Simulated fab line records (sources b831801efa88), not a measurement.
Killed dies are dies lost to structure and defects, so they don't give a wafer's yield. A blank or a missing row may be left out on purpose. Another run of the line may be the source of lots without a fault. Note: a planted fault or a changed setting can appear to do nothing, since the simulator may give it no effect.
Which tool is to blame? :: flow sky130 :: 10 lots with 30 wafers sampled at 5 steps, on a route of 708 steps

## WHAT EACH GAUGE READ, for each wafer
SKY_LI_CONTACT_CD_MEAS_12: target cd 170 nm. Usual: cd_nm at 170.7 nm, with a standard deviation of 1.4.
lot: L287
measured: day 28 22:25
on: cd_sem-01
cd_nm (nm): 173.1 172.7 173.5
flag: 

lot: L289
measured: day 30 00:32
on: cd_sem-02
cd_nm (nm): 170.3 171.2 169.6
flag: 

lot: L295
measured: day 31 23:12
on: cd_sem-02
cd_nm (nm): 171.9 171.1 171.4
flag: 

lot: L296
measured: day 32 05:02
on: cd_sem-01
cd_nm (nm): 171.7 172.4 171.3
flag: 

lot: L304
measured: day 34 19:30
on: cd_sem-01
cd_nm (nm): 170.2 170.7 168.9
flag: 

lot: L305
measured: day 35 00:53
on: cd_sem-01
cd_nm (nm): 169.4 171.4 168.3
flag: 

lot: L306
measured: day 35 10:28
on: cd_sem-01
cd_nm (nm): 172.2 172.6 173.4
flag: 

lot: L307
measured: day 35 15:08
on: cd_sem-01
cd_nm (nm): 170.9 171.1 171.3
flag: 

lot: L308
measured: day 36 08:55
on: cd_sem-02
cd_nm (nm): 170.1 168.2 170.9
flag: 

lot: L309
measured: day 36 12:02
on: cd_sem-02
cd_nm (nm): 170.5 171.4 170.9
flag: 

SKY_LI_CONTACT_OVL_MEAS_13. Usual: for LI_CONTACT_OVL the level is -5 nm and the standard deviation is 4.7.
lot: L287
measured: day 28 22:31
on: overlay-02
LI_CONTACT_OVL (nm): -9 -4 -6
flag: 

lot: L289
measured: day 30 00:38
on: overlay-02
LI_CONTACT_OVL (nm): -11 -8 -12
flag: 

lot: L295
measured: day 31 23:19
on: overlay-02
LI_CONTACT_OVL (nm): 5 7 2
flag: 

lot: L296
measured: day 32 05:10
on: overlay-01
LI_CONTACT_OVL (nm): -16 -18 -13
flag: 

lot: L304
measured: day 34 19:37
on: overlay-02
LI_CONTACT_OVL (nm): -4 -2 -3
flag: 

lot: L305
measured: day 35 00:58
on: overlay-02
LI_CONTACT_OVL (nm): -6 -7 3
flag: 

lot: L306
measured: day 35 10:34
on: overlay-02
LI_CONTACT_OVL (nm): -3 -3 0
flag: 

lot: L307
measured: day 35 15:16
on: overlay-01
LI_CONTACT_OVL (nm): -11 -8 -7
flag: 

lot: L308
measured: day 36 09:02
on: overlay-01
LI_CONTACT_OVL (nm): -8 -1 -9
flag: 

lot: L309
measured: day 36 12:07
on: overlay-01
LI_CONTACT_OVL (nm): -9 -11 -4
flag: 

SKY_LOCAL_INTERCONNECT_RS_MEAS_01: measures by four-point-probe. Usual: for LOCAL_INTERCONNECT_TIN_RS the level is 14.16 ohm/sq and the standard deviation is 0.14.
lot: L287
measured: day 28 23:49
on: film_metro-01
LOCAL_INTERCONNECT_TIN_RS (ohm/sq): 14.22 14.10 14.24
flag: 

lot: L289
measured: day 30 01:56
on: film_metro-02
LOCAL_INTERCONNECT_TIN_RS (ohm/sq): 13.93 14.08 14.08
flag: 

lot: L295
measured: day 32 04:22
on: film_metro-02
LOCAL_INTERCONNECT_TIN_RS (ohm/sq): 14.45 14.27 14.52
flag: 

lot: L296
measured: day 32 06:26
on: film_metro-03
LOCAL_INTERCONNECT_TIN_RS (ohm/sq): 14.20 14.07 14.17
flag: 

lot: L304
measured: day 34 20:53
on: film_metro-01
LOCAL_INTERCONNECT_TIN_RS (ohm/sq): 10.19 14.13 14.11 10.20 14.16 14.11
flag: OFF

lot: L305
measured: day 35 02:16
on: film_metro-02
LOCAL_INTERCONNECT_TIN_RS (ohm/sq): 10.24 14.06 14.15 10.24 14.08 14.14
flag: OFF

lot: L306
measured: day 35 11:50
on: film_metro-01
LOCAL_INTERCONNECT_TIN_RS (ohm/sq): 14.06 14.24 13.94
flag: 

lot: L307
measured: day 35 16:31
on: film_metro-03
LOCAL_INTERCONNECT_TIN_RS (ohm/sq): 14.09 14.20 14.03
flag: 

lot: L308
measured: day 36 10:19
on: film_metro-02
LOCAL_INTERCONNECT_TIN_RS (ohm/sq): 13.99 14.12 14.14
flag: 

lot: L309
measured: day 36 13:25
on: film_metro-02
LOCAL_INTERCONNECT_TIN_RS (ohm/sq): 13.99 13.98 14.05
flag: 

SKY_LOCAL_INTERCONNECT_THK_MEAS_02: measures by xrf. Usual: for LOCAL_INTERCONNECT_TIN_THK the level is 100.6 nm and the standard deviation is 0.98.
lot: L287
measured: day 28 23:55
on: film_metro-01
LOCAL_INTERCONNECT_TIN_THK (nm): 99.4 100.1 99.7
flag: 

lot: L289
measured: day 30 02:02
on: film_metro-02
LOCAL_INTERCONNECT_TIN_THK (nm): 102.5 100.6 101.2
flag: 

lot: L295
measured: day 32 04:29
on: film_metro-02
LOCAL_INTERCONNECT_TIN_THK (nm): 99.4 100.3 98.2
flag: 

lot: L296
measured: day 32 06:34
on: film_metro-03
LOCAL_INTERCONNECT_TIN_THK (nm): 101.0 101.8 100.9
flag: 

lot: L304
measured: day 35 00:33
on: film_metro-01
LOCAL_INTERCONNECT_TIN_THK (nm): 137.5 100.3 100.9 137.6 100.1 100.6
flag: OFF

lot: L305
measured: day 35 06:01
on: film_metro-02
LOCAL_INTERCONNECT_TIN_THK (nm): 136.9 100.7 99.6 136.5 100.2 100.1
flag: OFF

lot: L306
measured: day 35 11:57
on: film_metro-01
LOCAL_INTERCONNECT_TIN_THK (nm): 101.0 99.4 101.8
flag: 

lot: L307
measured: day 35 16:38
on: film_metro-03
LOCAL_INTERCONNECT_TIN_THK (nm): 101.0 100.3 101.2
flag: 

lot: L308
measured: day 36 10:26
on: film_metro-02
LOCAL_INTERCONNECT_TIN_THK (nm): 101.7 100.6 100.8
flag: 

lot: L309
measured: day 36 13:31
on: film_metro-02
LOCAL_INTERCONNECT_TIN_THK (nm): 101.3 101.4 101.6
flag: 

## WHAT TOOL EACH LOT RAN ON (gives the tool, then ch and the chambers of the sampled wafers, and finally the start)
lot: L287
SKY_LOCAL_INTERCONNECT_SPUTTER_00: pvd_sputter-02, day 28 23:44

lot: L289
SKY_LOCAL_INTERCONNECT_SPUTTER_00: pvd_sputter-04, day 30 01:50

lot: L295
SKY_LOCAL_INTERCONNECT_SPUTTER_00: pvd_sputter-04, day 32 04:18

lot: L296
SKY_LOCAL_INTERCONNECT_SPUTTER_00: pvd_sputter-04, day 32 06:22

lot: L304
SKY_LOCAL_INTERCONNECT_SPUTTER_00: pvd_sputter-04, day 34 20:49

lot: L305
SKY_LOCAL_INTERCONNECT_SPUTTER_00: pvd_sputter-04, day 35 02:10

lot: L306
SKY_LOCAL_INTERCONNECT_SPUTTER_00: pvd_sputter-02, day 35 11:46

lot: L307
SKY_LOCAL_INTERCONNECT_SPUTTER_00: pvd_sputter-02, day 35 16:28

lot: L308
SKY_LOCAL_INTERCONNECT_SPUTTER_00: pvd_sputter-01, day 36 10:14

lot: L309
SKY_LOCAL_INTERCONNECT_SPUTTER_00: pvd_sputter-01, day 36 13:19
- SKY_LOCAL_INTERCONNECT_SPUTTER_00: material TiN, target thk 100 nm, time 83.3 s.

## WHAT THE TOOLS THEMSELVES READ (means of the sampled wafers that have a number; where no wafer has one, the mark that the record gives instead)
SKY_LOCAL_INTERCONNECT_SPUTTER_00. Usual: substrate_temp_c 300.03 C, standard deviation 0.18; throttle_valve_pct 29.9 %, standard deviation 0.92.
lot: L287
tool: pvd_sputter-02
substrate_temp_c (C): 300.02
throttle_valve_pct (%): 30.7
flag: 

lot: L289
tool: pvd_sputter-04
substrate_temp_c (C): 299.97
throttle_valve_pct (%): 29.2
flag: 

lot: L295
tool: pvd_sputter-04
substrate_temp_c (C): 300.05
throttle_valve_pct (%): 29.6
flag: 

lot: L296
tool: pvd_sputter-04
substrate_temp_c (C): 300.02
throttle_valve_pct (%): 29.8
flag: 

lot: L304
tool: pvd_sputter-04
substrate_temp_c (C): 300.06
throttle_valve_pct (%): 29.6
flag: 

lot: L305
tool: pvd_sputter-04
substrate_temp_c (C): 300.10
throttle_valve_pct (%): 29.3
flag: 

lot: L306
tool: pvd_sputter-02
substrate_temp_c (C): 300.00
throttle_valve_pct (%): 29.9
flag: 

lot: L307
tool: pvd_sputter-02
substrate_temp_c (C): 299.90
throttle_valve_pct (%): 31.0
flag: 

lot: L308
tool: pvd_sputter-01
substrate_temp_c (C): 299.99
throttle_valve_pct (%): 29.3
flag: 

lot: L309
tool: pvd_sputter-01
substrate_temp_c (C): 300.06
throttle_valve_pct (%): 30.7
flag: 

## THE ANSWER, worked out from the rows above alone
Rule: a lot is off if the mean of its wafers that have a number lies more than 3 standard deviations from the usual mean. A lot without any number at a reading at which 4 lots or more have one is off too. All remaining lots with rows at the step are treated as sound. The gauges are gone through in route order, then the tools' own readings, and for those a lot's mean is taken as printed above. The first step at which some lot is off is used, and at that step the reading that is off furthest; a lot without a number counts as furthest.
Off: L304, L305, at SKY_LOCAL_INTERCONNECT_RS_MEAS_01 (LOCAL_INTERCONNECT_TIN_RS).
If a tool, at a process step before that reading, ran all the lots that are off and no sound lot after the first of them, it fits. The gauges at SKY_LOCAL_INTERCONNECT_RS_MEAS_01 are tried like those tools. One fits: SKY_LOCAL_INTERCONNECT_SPUTTER_00 on pvd_sputter-04. Its last sound lot is L296 (day 32 06:22), its first lot that is off L304 (day 34 20:49): a fault that began between those two fits.

## WHAT THE SIMULATOR HAD PUT IN
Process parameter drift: pvd_sputter-04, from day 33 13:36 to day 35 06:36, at SKY_LOCAL_INTERCONNECT_SPUTTER_00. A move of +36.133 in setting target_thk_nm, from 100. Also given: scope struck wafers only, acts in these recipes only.
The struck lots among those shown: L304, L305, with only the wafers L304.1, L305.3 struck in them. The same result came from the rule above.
